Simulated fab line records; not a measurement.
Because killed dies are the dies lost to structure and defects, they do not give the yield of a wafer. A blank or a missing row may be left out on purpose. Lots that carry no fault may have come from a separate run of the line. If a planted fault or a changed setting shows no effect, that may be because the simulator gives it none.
Matching of chambers || flow gf180mcu || GF_V5_CVD_02 on pecvd-03: 3 sister chambers
The step deposits SiO2 from TEOS, target thk 1450 nm, time 163.28 s. 16 wafers are shown with their chamber, then 8 later ones without.

## WAFERS WITH THEIR CHAMBER
{"wafer": "L209.1", "chamber": 1, "heater_power_w (W)": 801}
{"wafer": "L209.3", "chamber": 0, "heater_power_w (W)": 814}
{"wafer": "L209.5", "chamber": 1, "heater_power_w (W)": 654}
{"wafer": "L211.1", "chamber": 2, "heater_power_w (W)": 581}
{"wafer": "L211.3", "chamber": 1, "heater_power_w (W)": 701}
{"wafer": "L211.4", "chamber": 0, "heater_power_w (W)": 906}
{"wafer": "L212.1", "chamber": 2, "heater_power_w (W)": 534}
{"wafer": "L212.3", "chamber": 0, "heater_power_w (W)": 894}
{"wafer": "L212.4", "chamber": 0, "heater_power_w (W)": 735}
{"wafer": "L213.3", "chamber": 1, "heater_power_w (W)": 664}
{"wafer": "L213.5", "chamber": 1, "heater_power_w (W)": 775}
{"wafer": "L213.6", "chamber": 2, "heater_power_w (W)": 609}
{"wafer": "L216.2", "chamber": 2, "heater_power_w (W)": 509}
{"wafer": "L216.4", "chamber": 1, "heater_power_w (W)": 819}
{"wafer": "L216.5", "chamber": 2, "heater_power_w (W)": 588}
{"wafer": "L225.3", "chamber": 2, "heater_power_w (W)": 569}

SIGNATURES (averages over the wafers above)
{"reading": "heater_power_w", "chamber 0": 837.25, "chamber 1": 735.67, "chamber 2": 565.00, "scatter within a chamber": 63}
Rule: distance of a wafer from a chamber = root of the sum over the readings of ((wafer's reading minus chamber's mean) / reading's scatter) squared. If the next closest chamber is less than 2 further off than the closest, the wafer can't be placed; otherwise it belongs to the closest. The scatter: take each reading less its chamber's mean, square it, sum over the shown wafers, divide by the number of wafers less the number of chambers, and take the root.

## WAFERS WHOSE CHAMBER IS MISSING
{"wafer": "L225.5", "heater_power_w (W)": 720}
{"wafer": "L225.6", "heater_power_w (W)": 597}
{"wafer": "L228.3", "heater_power_w (W)": 672}
{"wafer": "L228.4", "heater_power_w (W)": 581}
{"wafer": "L228.6", "heater_power_w (W)": 756}
{"wafer": "L229.2", "heater_power_w (W)": 590}
{"wafer": "L229.3", "heater_power_w (W)": 859}
{"wafer": "L229.4", "heater_power_w (W)": 819}

## WHICH CHAMBER EACH WENT THROUGH
{"wafer": "L225.5", "from the rows above": "can't be placed: 1 or 0", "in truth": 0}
{"wafer": "L225.6", "from the rows above": "can't be placed: 2 or 1", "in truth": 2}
{"wafer": "L228.3", "from the rows above": "can't be placed: 1 or 2 or 0", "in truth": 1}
{"wafer": "L228.4", "from the rows above": 2, "in truth": 2}
{"wafer": "L228.6", "from the rows above": "can't be placed: 1 or 0", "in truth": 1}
{"wafer": "L229.2", "from the rows above": "can't be placed: 2 or 1", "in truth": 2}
{"wafer": "L229.3", "from the rows above": "can't be placed: 0 or 1", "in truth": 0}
{"wafer": "L229.4", "from the rows above": "can't be placed: 0 or 1", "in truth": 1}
Correct placement for 1 of the 8. From these rows, 7 cannot be placed; in 7 the true chamber is one of the candidates. 0 placed wrongly.
